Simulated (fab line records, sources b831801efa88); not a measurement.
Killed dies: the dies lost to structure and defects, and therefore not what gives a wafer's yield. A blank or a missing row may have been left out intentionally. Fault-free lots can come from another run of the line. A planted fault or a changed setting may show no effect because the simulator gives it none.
8D (eight disciplines) problem report, filled in by code -- flow sky130 -- the parts of the form that need people (team, actions taken, sign-off) are left out

1. THE PROBLEM
Mean NWELL_RS at SKY_NWELL_RS_MEAS_29: 637.4 ohm/sq over 6 wafers in 2 lots; fault-free wafers: 624.9 ohm/sq, standard deviation 1.3. Relative to the usual mean, that is a shift of +9.6 standard deviations.
The step: measures by four-point-probe.
Earliest sighting: wafer L833.3 on filmMetro-04 at day 9 03:13. At this step, 39 wafers from 13 lots have a number in the record. Rule for "out", or "out of limits": more than 4 standard deviations from the usual mean. All remaining wafers that have a number are taken as sound.

2. WHAT IT IS, WHAT IT ISN'T
question,is,is not
which readings at this step,NWELL_RS,-
which lots,"L833, L835","L822, L823, L824, L825, L826, L829, L837, L839, L841, L843, L844"
which wafers of those lots,all that have a number,-
read on which gauges,"filmMetro-01, filmMetro-04",filmMetro-03
when,from day 9 03:13,"up to then (18 sound wafers); but 15 sound wafers of L837, L839, L841, L843, L844 came after"

3. SUSPECTS, AND WHAT RULES EACH OUT
Counting: a tool at a process step up to the reading stays a suspect if it ran every lot that is out and no sound lot after the first of them.
- the gauge at SKY_NWELL_RS_MEAS_29: ruled out. Those wafers that are out were read across 2 gauges (filmMetro-01, filmMetro-04).
- implanter-02 at SKY_NWELL_IMPLANT_13: kept. It processed each lot that is out, first L833 at day 8 06:04, and no sound lot thereafter; up to then, the last sound lot it processed was L824 at day 5 15:06. Out on those wafers are its own readings of doseIonsCm2, faradayCurrentUA.
Remaining after the count: implanter-02 at SKY_NWELL_IMPLANT_13.

4. THE CAUSE (what the simulator had put in)
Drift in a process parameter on implanter-02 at SKY_NWELL_IMPLANT_13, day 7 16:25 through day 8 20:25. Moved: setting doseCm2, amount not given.
Only this tool survived the counting.

5. THE EFFECT CHAIN, in route order
Each row: a reading whose mean over the struck wafers that have a number lies more than 3 standard deviations from the usual. Readings are gone through only where the record gives a usual standard deviation; hours: the median, over the lots, of the time from a lot's start at the first step in this table giving one to that lot's start at this step; sigmas: the change measured in usual standard deviations.
hours,step,reading,usual,on struck wafers,change,sigmas
0,SKY_NWELL_IMPLANT_13,doseIonsCm2,7e+11,3e+11,-4e+11,-99 or more
0,SKY_NWELL_IMPLANT_13,faradayCurrentUA,3.95,1.79,-2.16,-30
21,SKY_NWELL_RS_MEAS_29,NWELL_RS,624.9 ohm/sq,637.4,+12.5,+9.6
It contains these process steps:
- SKY_NWELL_IMPLANT_13

6. WHAT WOULD HAVE CAUGHT IT SOONER
Counted from the fault's start at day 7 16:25, it took 35 hours until the first out-of-limits reading at a measuring or inspecting step in this record, taken at day 9 03:13.
At SKY_NWELL_IMPLANT_13, the tool's own readings (doseIonsCm2, faradayCurrentUA) were out on each struck wafer the step has a row for, so an alarm limit on them would have fired on the first such wafer.
By day 9 03:13 the whole set of lots that are out, 2 in number, had already begun SKY_NWELL_IMPLANT_13 on implanter-02. Tool hold at that time: it would have spared none of them.
